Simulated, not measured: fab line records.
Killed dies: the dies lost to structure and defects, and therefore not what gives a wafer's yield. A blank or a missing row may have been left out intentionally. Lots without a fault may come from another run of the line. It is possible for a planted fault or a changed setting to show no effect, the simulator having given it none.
Struck lot and sound lot, side by side | flow sky130 | 15 out of 708 route steps
Sound: the wafers L182.1, L182.3, L182.5. Struck: wafer L191.6. (L191.2, L191.4 of the same lot were not struck and are left out.) The cause comes at the end.
Each step with rows lists, per side, the tool, then ch with its chambers, then its first start. Under that, the readings that differ: sound wafers | struck wafers | difference of the means | sigmas: that difference in standard deviations of wafers without a fault.
alike: same words and numbers on both sides, and readings whose means sit less than 2 such deviations apart. not compared: any withheld reading, any reading some wafer has no value for, any bound like >300 that may hide the same value, and any number with overlapping values for which the record gives no deviation.
The two part at a step that has a row with sigmas, a row that says differs or no value, or rows on one side only. Numbers that don't overlap but have no deviation are shown without sigmas and don't part them. Lack of a reading on every wafer of one side parts them only where that side has two or more wafers.

first, 5 steps without rows for these wafers: SKY_VT_ADJUST_PCH_COAT_02 (resist thk 3000 nm); SKY_VT_ADJUST_PCH_SOFTBAKE_03; SKY_VT_ADJUST_PCH_EXPOSE_04 (exposes mask NWM, target cd 840 nm); SKY_VT_ADJUST_PCH_PEB_05; SKY_VT_ADJUST_PCH_DEVELOP_06 (develop time 60 s).
SKY_VT_ADJUST_PCH_OVL_MEAS_07:
  sound on overlay-02, day 12 04:12; struck on overlay-01, day 15 00:29
  alike: VT_ADJUST_PCH_OVL
next, for these wafers, 1 step has no rows: SKY_VT_ADJUST_PCH_IMPLANT_08.
SKY_VT_ADJUST_PCH_STRIP_09: strips in O2/N2.
  sound on plasma-asher-03 ch 0,1, day 12 04:23; struck on plasma-asher-03 ch 0, day 15 00:40
  alike: drypump-motor-current-A, o2-flow-sccm, oes-product-au, strip-time-to-endpoint-s
  not compared: rf-hours-counter-h
SKY_VT_ADJUST_PCH_TW_MEAS_10:
  sound on film-metro-04, day 12 04:29; struck on film-metro-03, day 15 00:47
  alike: VT_ADJUST_PCH_TW
then, 3 steps without rows for these wafers: SKY_SONOS_TUNNEL_DEHYDRATE_00 (time 60 s); SKY_SONOS_TUNNEL_HMDS_01 (prime time 60 s); SKY_SONOS_TUNNEL_COAT_02 (resist thk 1140 nm).
SKY_SONOS_TUNNEL_SOFTBAKE_03: time 60 s.
  sound on litho-track-01 ch 0, day 12 16:59; struck on litho-track-03 ch 0, day 15 14:12
  reading          | sound             | struck | difference | sigmas
  run-length-s (s) | 89.00 88.99 88.95 | 105.30 | +16.32     | +71
  alike: plate-temp-C
then, 1 step without rows for these wafers: SKY_SONOS_TUNNEL_EXPOSE_04 (exposes mask TUNM, target cd 410 nm).
-- a jump in the record: the struck wafers' starts before and after are 34 days apart (it breaks off in module SONOS_TUNNEL and resumes in module PAD_OPEN, where the first step shown is number 708 of the route) --
SKY_PAD_OPEN_PROBE_99:
  sound on prober-01, day 47 08:02; struck on prober-02, day 49 12:04
  reading            | sound    | struck | difference | sigmas
  killed_at_M0_to_M3 | 41 42 32 | 54     | +16        | +2
  killed_at_M4_up    | 8 5 2    | 1      | -4         | -2
  alike: killed-at-contacts, killed-at-front-end, killed-at-other, killed-dies, killed-open, killed-short

== WHERE THEY PART ==
Last at SKY_PAD_OPEN_PROBE_99 as far as this record goes, first at SKY_SONOS_TUNNEL_SOFTBAKE_03.

WHY: the cause the simulator had injected
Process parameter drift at SKY_SONOS_TUNNEL_SOFTBAKE_03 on litho-track-03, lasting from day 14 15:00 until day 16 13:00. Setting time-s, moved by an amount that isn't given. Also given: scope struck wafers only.
